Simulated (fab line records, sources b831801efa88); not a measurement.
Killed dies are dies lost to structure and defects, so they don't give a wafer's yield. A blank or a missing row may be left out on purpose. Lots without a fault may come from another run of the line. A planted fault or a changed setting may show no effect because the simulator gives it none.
Problem report in the 8D (eight disciplines) form, filled by code | flow gf180mcu | the parts of the form that need people (team, actions taken, sign-off) are left out

1. THE PROBLEM
STI_CVD_03_THK at GF_STI_THK_MEAS_04 reads a mean of 237.9 nm on 6 wafers of 2 lots; wafers without a fault read 206.0 nm with a standard deviation of 1.4. That is +23 standard deviations from the usual mean.
First seen on wafer L845.3, day 3 05:35, on film_metro-04. The record holds 36 wafers of 12 lots with a number at this step. Rule for "out", or "out of limits": more than 4 standard deviations from the usual mean. The other wafers with a number count as sound.

2. WHAT IT IS AND WHAT IT IS NOT
question                    | is                           | is not
which readings at this step | STI_CVD_03_THK               | -
which lots                  | L845, L848                   | L838, L839, L840, L841, L842, L843, L844, L847, L856, L857
which wafers of those lots  | all that have a number       | -
read on which gauges        | film_metro-02, film_metro-04 | film_metro-01
when                        | from day 3 05:35             | up to then (21 sound wafers); but 9 sound wafers of L847, L856, L857 came after

3. SUSPECTS, AND WHAT RULES EACH OUT
Counting: a tool at a process step up to the reading stays a suspect if it ran every lot that is out and no sound lot after the first of them.
- the gauge at GF_STI_THK_MEAS_04: ruled out. The wafers that are out were read on 2 gauges (film_metro-02, film_metro-04).
- lpcvd-01 at GF_STI_CVD_03 (deposits Si3N4 from DCS/NH3, target thk 207.16 nm, time 3551 s): kept. It ran every lot that is out, first L845 (day 3 03:34), and no sound lot after that; its last sound lot up to then is L844 (day 2 22:55). Its own readings are out on those wafers: spike_tc_centre_C, spike_tc_upper_C, susceptor_temp_C.
Left after counting: lpcvd-01 at GF_STI_CVD_03.

4. THE CAUSE (what the simulator had put in)
Process parameter drift: lpcvd-01, from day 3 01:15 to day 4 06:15, at GF_STI_CVD_03. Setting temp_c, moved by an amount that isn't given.
Counting left only this tool.

5. THE CHAIN OF EFFECTS, in route order
Each row: a reading whose mean over the struck wafers that have a number lies more than 3 standard deviations from the usual. Only readings for which the record gives a usual standard deviation are gone through. hours: the time from each lot's start at the first step in this table that gives one to its start at this step, as a median over the lots. sigmas: the change in usual standard deviations.
hours | step               | reading           | usual      | on struck wafers | change | sigmas
0     | GF_STI_CVD_03      | spike_tc_centre_C | 770.8 C    | 778.1            | +7.3   | +6.1
0     | GF_STI_CVD_03      | spike_tc_lower_C  | 769.4 C    | 776.5            | +7.1   | +3.9
0     | GF_STI_CVD_03      | spike_tc_upper_C  | 770.2 C    | 778.1            | +7.9   | +6.6
0     | GF_STI_CVD_03      | susceptor_temp_C  | 769.9 C    | 777.8            | +7.9   | +20
2     | GF_STI_THK_MEAS_04 | STI_CVD_03_THK    | 206.0 nm   | 237.9            | +31.9  | +23
16    | GF_STI_ETCH_13     | oes_product_au    | 0.830 a.u. | 0.901            | +0.071 | +13
The process steps in it:
- GF_STI_CVD_03: deposits Si3N4 from DCS/NH3, target thk 207.16 nm, time 3551 s.
- GF_STI_ETCH_13: etches the open film in CHF3/O2, stops on Si, target depth 282.31 nm, time 112.9 s.
Later measuring or inspecting steps at which every struck wafer that the step has a row for has a number for every such reading, and none has moved that far: GF_STI_THK_MEAS_24, GF_VT_IMPLANT_RS_MEAS_46.

6. WHAT WOULD HAVE CAUGHT IT SOONER
In this record the first reading out of limits at a measuring or inspecting step was taken at day 3 05:35, 4 hours after the fault began at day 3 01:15.
The tool's own readings at GF_STI_CVD_03 were out on every struck wafer that the step has a row for (spike_tc_centre_C, spike_tc_upper_C, susceptor_temp_C): an alarm limit on them would have fired on the first of those.
Of the lots that are out (2), L848 began GF_STI_CVD_03 on lpcvd-01 after day 3 05:35. A hold on the tool at that time would have spared it.
